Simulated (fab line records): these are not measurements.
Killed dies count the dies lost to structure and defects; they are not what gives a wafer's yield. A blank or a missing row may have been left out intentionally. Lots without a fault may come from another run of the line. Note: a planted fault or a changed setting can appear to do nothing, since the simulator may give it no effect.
Which of the tools did it? || flow sky130 || 11 lots, 31 wafers sampled, at 5 steps of a route of 708

WHAT THE GAUGES SHOWED, per wafer
SKY_VT_ADJUST_NCORE_CD_MEAS_07: the cd target is 380 nm.
{"lot": "L959", "measured": "day 9 04:29", "on": "cd sem-02", "cd nm (nm)": "381.0 380.0 380.7"}
{"lot": "L960", "measured": "day 9 16:01", "on": "cd sem-01", "cd nm (nm)": "380.1 379.6 377.4"}
{"lot": "L961", "measured": "day 10 00:14", "on": "cd sem-01", "cd nm (nm)": "378.2 376.2 376.4"}
{"lot": "L965", "measured": "day 10 18:36", "on": "cd sem-02", "cd nm (nm)": "380.9 383.3 381.4"}
{"lot": "L966", "measured": "day 11 06:35", "on": "cd sem-01", "cd nm (nm)": "376.8 373.9 376.6"}
{"lot": "L967", "measured": "day 11 09:46", "on": "cd sem-01", "cd nm (nm)": "381.5 381.4 382.8"}
{"lot": "L969", "measured": "day 11 19:32", "on": "cd sem-02", "cd nm (nm)": "382.1 383.9 381.5"}
{"lot": "L970", "measured": "day 12 02:52", "on": "cd sem-01", "cd nm (nm)": "375.5 378.3 377.8"}
{"lot": "L973", "measured": "day 13 03:43", "on": "cd sem-01", "cd nm (nm)": "385.7 389.0 385.3 389.0"}
{"lot": "L975", "measured": "day 13 17:19", "on": "cd sem-02", "cd nm (nm)": "383.2 390.2"}
{"lot": "L978", "measured": "day 14 18:02", "on": "cd sem-02", "cd nm (nm)": "380.0 381.7 379.2"}

SKY_VT_ADJUST_HVTR_CD_MEAS_07: the cd target is 380 nm.
{"lot": "L959", "measured": "day 10 02:24", "on": "cd sem-02", "cd nm (nm)": "378.7 375.3 376.8"}
{"lot": "L960", "measured": "day 10 14:34", "on": "cd sem-01", "cd nm (nm)": "376.8 376.1 376.6"}
{"lot": "L961", "measured": "day 10 22:56", "on": "cd sem-02", "cd nm (nm)": "378.0 380.0 377.7"}
{"lot": "L965", "measured": "day 11 17:32", "on": "cd sem-01", "cd nm (nm)": "381.9 380.2 382.4"}
{"lot": "L966", "measured": "day 12 06:26", "on": "cd sem-01", "cd nm (nm)": "379.5 379.6 379.5"}
{"lot": "L967", "measured": "day 12 09:00", "on": "cd sem-01", "cd nm (nm)": "381.1 380.8 377.8"}
{"lot": "L969", "measured": "day 12 19:50", "on": "cd sem-02", "cd nm (nm)": "377.8 376.4 375.8"}
{"lot": "L970", "measured": "day 13 03:50", "on": "cd sem-02", "cd nm (nm)": "377.9 378.0 375.8"}
{"lot": "L973", "measured": "day 14 04:21", "on": "cd sem-02", "cd nm (nm)": "379.6 379.6"}
{"lot": "L975", "measured": "day 14 19:54", "on": "cd sem-02", "cd nm (nm)": "379.3 377.5"}
{"lot": "L978", "measured": "day 15 20:35", "on": "cd sem-01", "cd nm (nm)": "378.1 379.2 377.0"}

EACH LOT AND THE TOOL THAT RAN IT (in order: tool; ch and the chambers of the sampled wafers; start)
{"lot": "L959", "SKY_VT_ADJUST_LVTN_STRIP_09": "plasma asher-01 ch 0,1, day 7 13:06", "SKY_VT_ADJUST_NCORE_COAT_02": "litho track-04 ch 0, day 8 18:22", "SKY_VT_ADJUST_NCORE_STRIP_10": "plasma asher-04 ch 0,1, day 9 04:47"}
{"lot": "L960", "SKY_VT_ADJUST_LVTN_STRIP_09": "plasma asher-03 ch 0,1, day 7 22:41", "SKY_VT_ADJUST_NCORE_COAT_02": "litho track-01 ch 0, day 9 04:54", "SKY_VT_ADJUST_NCORE_STRIP_10": "plasma asher-03 ch 0,1, day 9 16:19"}
{"lot": "L961", "SKY_VT_ADJUST_LVTN_STRIP_09": "plasma asher-03 ch 0,1, day 8 05:16", "SKY_VT_ADJUST_NCORE_COAT_02": "litho track-02 ch 0, day 9 13:30", "SKY_VT_ADJUST_NCORE_STRIP_10": "plasma asher-02 ch 0,1, day 10 00:37"}
{"lot": "L965", "SKY_VT_ADJUST_LVTN_STRIP_09": "plasma asher-01 ch 0,1, day 8 23:57", "SKY_VT_ADJUST_NCORE_COAT_02": "litho track-01 ch 0, day 10 06:57", "SKY_VT_ADJUST_NCORE_STRIP_10": "plasma asher-03 ch 0,1, day 10 18:55"}
{"lot": "L966", "SKY_VT_ADJUST_LVTN_STRIP_09": "plasma asher-01 ch 0,1, day 9 09:44", "SKY_VT_ADJUST_NCORE_COAT_02": "litho track-04 ch 0, day 10 19:23", "SKY_VT_ADJUST_NCORE_STRIP_10": "plasma asher-04 ch 0,1, day 11 06:52"}
{"lot": "L967", "SKY_VT_ADJUST_LVTN_STRIP_09": "plasma asher-04 ch 0,1, day 9 14:06", "SKY_VT_ADJUST_NCORE_COAT_02": "litho track-02 ch 0, day 10 22:31", "SKY_VT_ADJUST_NCORE_STRIP_10": "plasma asher-04 ch 0,1, day 11 10:04"}
{"lot": "L969", "SKY_VT_ADJUST_LVTN_STRIP_09": "plasma asher-01 ch 0,1, day 9 21:22", "SKY_VT_ADJUST_NCORE_COAT_02": "litho track-02 ch 0, day 11 07:09", "SKY_VT_ADJUST_NCORE_STRIP_10": "plasma asher-03 ch 0,1, day 11 19:49"}
{"lot": "L970", "SKY_VT_ADJUST_LVTN_STRIP_09": "plasma asher-01 ch 1, day 10 03:58", "SKY_VT_ADJUST_NCORE_COAT_02": "litho track-02 ch 0, day 11 14:51", "SKY_VT_ADJUST_NCORE_STRIP_10": "plasma asher-03 ch 0,1, day 12 03:10"}
{"lot": "L973", "SKY_VT_ADJUST_LVTN_STRIP_09": "plasma asher-04 ch 0,1, day 11 02:02", "SKY_VT_ADJUST_NCORE_COAT_02": "litho track-02 ch 0, day 12 14:46", "SKY_VT_ADJUST_NCORE_STRIP_10": "plasma asher-04 ch 0,1, day 13 07:13"}
{"lot": "L975", "SKY_VT_ADJUST_LVTN_STRIP_09": "plasma asher-04 ch 1, day 11 16:37", "SKY_VT_ADJUST_NCORE_COAT_02": "litho track-02 ch 0, day 13 05:18", "SKY_VT_ADJUST_NCORE_STRIP_10": "plasma asher-04 ch 0, day 13 17:37"}
{"lot": "L978", "SKY_VT_ADJUST_LVTN_STRIP_09": "plasma asher-03 ch 0,1, day 12 15:46", "SKY_VT_ADJUST_NCORE_COAT_02": "litho track-04 ch 0, day 14 04:38", "SKY_VT_ADJUST_NCORE_STRIP_10": "plasma asher-02 ch 0,1, day 14 18:19"}
- SKY_VT_ADJUST_LVTN_STRIP_09: strips in O2/N2.
- SKY_VT_ADJUST_NCORE_COAT_02: resist thk 1140 nm.
- SKY_VT_ADJUST_NCORE_STRIP_10: strips in O2/N2.

WHAT THE TOOLS THEMSELVES READ (means of the sampled wafers that have a number; where no wafer has one, the mark that the record gives instead)
SKY_VT_ADJUST_LVTN_STRIP_09.
{"lot": "L959", "tool": "plasma asher-01", "chamber pressure mTorr (mTorr)": 1501.0, "drypump motor current A (A)": 5.6, "oes product au (a.u.)": 0.724, "strip time to endpoint s (s)": 36.80}
{"lot": "L960", "tool": "plasma asher-03", "chamber pressure mTorr (mTorr)": 1498.8, "drypump motor current A (A)": 6.0, "oes product au (a.u.)": 0.725, "strip time to endpoint s (s)": 36.84}
{"lot": "L961", "tool": "plasma asher-03", "chamber pressure mTorr (mTorr)": 1499.2, "drypump motor current A (A)": 6.0, "oes product au (a.u.)": 0.723, "strip time to endpoint s (s)": 36.97}
{"lot": "L965", "tool": "plasma asher-01", "chamber pressure mTorr (mTorr)": 1499.2, "drypump motor current A (A)": 5.8, "oes product au (a.u.)": 0.722, "strip time to endpoint s (s)": 36.93}
{"lot": "L966", "tool": "plasma asher-01", "chamber pressure mTorr (mTorr)": 1498.5, "drypump motor current A (A)": 5.5, "oes product au (a.u.)": 0.718, "strip time to endpoint s (s)": 36.97}
{"lot": "L967", "tool": "plasma asher-04", "chamber pressure mTorr (mTorr)": 1499.6, "drypump motor current A (A)": 5.6, "oes product au (a.u.)": 0.724, "strip time to endpoint s (s)": 36.83}
{"lot": "L969", "tool": "plasma asher-01", "chamber pressure mTorr (mTorr)": 1500.2, "drypump motor current A (A)": 5.7, "oes product au (a.u.)": 0.727, "strip time to endpoint s (s)": 36.95}
{"lot": "L970", "tool": "plasma asher-01", "chamber pressure mTorr (mTorr)": 1499.1, "drypump motor current A (A)": 5.3, "oes product au (a.u.)": 0.723, "strip time to endpoint s (s)": 36.73}
{"lot": "L973", "tool": "plasma asher-04", "chamber pressure mTorr (mTorr)": 1501.5, "drypump motor current A (A)": 5.8, "oes product au (a.u.)": 0.727, "strip time to endpoint s (s)": 37.12}
{"lot": "L975", "tool": "plasma asher-04", "chamber pressure mTorr (mTorr)": 1500.6, "drypump motor current A (A)": 5.0, "oes product au (a.u.)": 0.722, "strip time to endpoint s (s)": 36.99}
{"lot": "L978", "tool": "plasma asher-03", "chamber pressure mTorr (mTorr)": 1500.0, "drypump motor current A (A)": 6.0, "oes product au (a.u.)": 0.723, "strip time to endpoint s (s)": 36.83}

SKY_VT_ADJUST_NCORE_STRIP_10.
{"lot": "L959", "tool": "plasma asher-04", "chamber pressure mTorr (mTorr)": 1499.3, "drypump motor current A (A)": 5.6, "oes product au (a.u.)": 0.718, "strip time to endpoint s (s)": 14.16}
{"lot": "L960", "tool": "plasma asher-03", "chamber pressure mTorr (mTorr)": 1499.8, "drypump motor current A (A)": 5.9, "oes product au (a.u.)": 0.716, "strip time to endpoint s (s)": 14.23}
{"lot": "L961", "tool": "plasma asher-02", "chamber pressure mTorr (mTorr)": 1500.4, "drypump motor current A (A)": 5.7, "oes product au (a.u.)": 0.715, "strip time to endpoint s (s)": 14.20}
{"lot": "L965", "tool": "plasma asher-03", "chamber pressure mTorr (mTorr)": 1500.0, "drypump motor current A (A)": 6.1, "oes product au (a.u.)": 0.716, "strip time to endpoint s (s)": 14.18}
{"lot": "L966", "tool": "plasma asher-04", "chamber pressure mTorr (mTorr)": 1498.7, "drypump motor current A (A)": 6.1, "oes product au (a.u.)": 0.716, "strip time to endpoint s (s)": 14.18}
{"lot": "L967", "tool": "plasma asher-04", "chamber pressure mTorr (mTorr)": 1500.7, "drypump motor current A (A)": 5.5, "oes product au (a.u.)": 0.713, "strip time to endpoint s (s)": 14.19}
{"lot": "L969", "tool": "plasma asher-03", "chamber pressure mTorr (mTorr)": 1500.6, "drypump motor current A (A)": 5.9, "oes product au (a.u.)": 0.713, "strip time to endpoint s (s)": 14.17}
{"lot": "L970", "tool": "plasma asher-03", "chamber pressure mTorr (mTorr)": 1500.2, "drypump motor current A (A)": 5.9, "oes product au (a.u.)": 0.714, "strip time to endpoint s (s)": 14.16}
{"lot": "L973", "tool": "plasma asher-04", "chamber pressure mTorr (mTorr)": 1500.3, "drypump motor current A (A)": 5.8, "oes product au (a.u.)": 0.716, "strip time to endpoint s (s)": 13.77}
{"lot": "L975", "tool": "plasma asher-04", "chamber pressure mTorr (mTorr)": 1500.3, "drypump motor current A (A)": 6.7, "oes product au (a.u.)": 0.712, "strip time to endpoint s (s)": 13.72}
{"lot": "L978", "tool": "plasma asher-02", "chamber pressure mTorr (mTorr)": 1500.0, "drypump motor current A (A)": 5.7, "oes product au (a.u.)": 0.718, "strip time to endpoint s (s)": 14.13}

THE ANSWER, worked out from the rows above alone
Rule: the lots themselves supply what counts as usual. Put in order of their means at a reading, lots are off if they are a third of the lots or fewer, leave a main group of 4 or more, and stand apart from it by a gap of 3 or more times the standard deviation of the main group's means; of several such gaps the widest counts. Not used: any main group whose means are identical at the precision the tables above print for the reading. A lot without any number at a reading at which 4 lots or more have one is off too. The other lots that the step has rows for count as sound. Order of review: gauges by route order, followed by the tools' own readings, for which a lot's mean as printed above is used. At the first step where some lot is off, the reading lying furthest off is the one used; lots without a number count as furthest.
Off, at SKY_VT_ADJUST_NCORE_STRIP_10 on strip time to endpoint s: L973, L975. The main group: mean 14.18 s, standard deviation 0.027.
A tool fits if, at that step or a process step before it, it ran every lot that is off, and no sound lot after the first of them. 2 tools fit, plasma asher-04 at SKY_VT_ADJUST_LVTN_STRIP_09 and SKY_VT_ADJUST_NCORE_STRIP_10 and litho track-02 at SKY_VT_ADJUST_NCORE_COAT_02, so this cannot tell which one it is.

WHAT HAD BEEN PUT IN BY THE SIMULATOR
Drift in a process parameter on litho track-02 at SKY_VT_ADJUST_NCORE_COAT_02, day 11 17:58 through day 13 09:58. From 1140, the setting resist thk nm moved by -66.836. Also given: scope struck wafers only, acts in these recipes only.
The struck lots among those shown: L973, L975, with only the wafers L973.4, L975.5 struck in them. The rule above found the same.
